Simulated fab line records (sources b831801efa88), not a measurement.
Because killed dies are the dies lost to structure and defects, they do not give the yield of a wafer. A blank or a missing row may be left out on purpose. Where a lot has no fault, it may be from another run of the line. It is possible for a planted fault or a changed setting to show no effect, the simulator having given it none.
Matching of chambers | flow sfqLine | SFQ_TRILAYER_I4_CMP_CMP_100 on cmp-02: 4 sister chambers
The step polishes SiO2. 4 wafers are shown with their chamber, then 8 later ones without.

## WAFERS WITH THEIR CHAMBER
wafer  | chamber | motorCurrentA (A)
L370.4 | 0       | 9.8
L370.5 | 3       | 9.7
L372.6 | 1       | 11.5
L375.3 | 2       | 9.0

## WAFERS WHOSE CHAMBER IS MISSING
wafer  | motorCurrentA (A)
L375.1 | 9.1
L375.6 | 8.9
L376.2 | 9.9
L376.5 | 11.0
L376.6 | 8.9
L386.1 | 10.4
L386.2 | 9.6
L386.5 | 9.8

## WHICH CHAMBER EACH WENT THROUGH
wafer  | from the rows above          | in truth
L375.1 | can't be placed: 2 or 3      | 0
L375.6 | 2                            | 2
L376.2 | can't be placed: 0 or 3      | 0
L376.5 | 1                            | 1
L376.6 | 2                            | 2
L386.1 | can't be placed: 0 or 3 or 1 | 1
L386.2 | can't be placed: 3 or 0 or 2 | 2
L386.5 | can't be placed: 0 or 3      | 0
Correct placement for 3 of the 8. Can't be placed from these rows: 5 (the true chamber is among the candidates in 4). Wrongly placed: 0.
How it was worked out, from the rows above alone: a wafer's distance from a chamber is the root of the sum, over the readings, of the square of ((its reading less the chamber's mean) divided by the reading's scatter). The wafer belongs to the nearest chamber; if the next one is less than 2 further off, it can't be placed. The mean given for a chamber averages the wafers shown for that chamber. The scatter (one wafer shown for each chamber): square how far every hidden wafer sits from the nearest shown wafer, average those squares and take the square root.
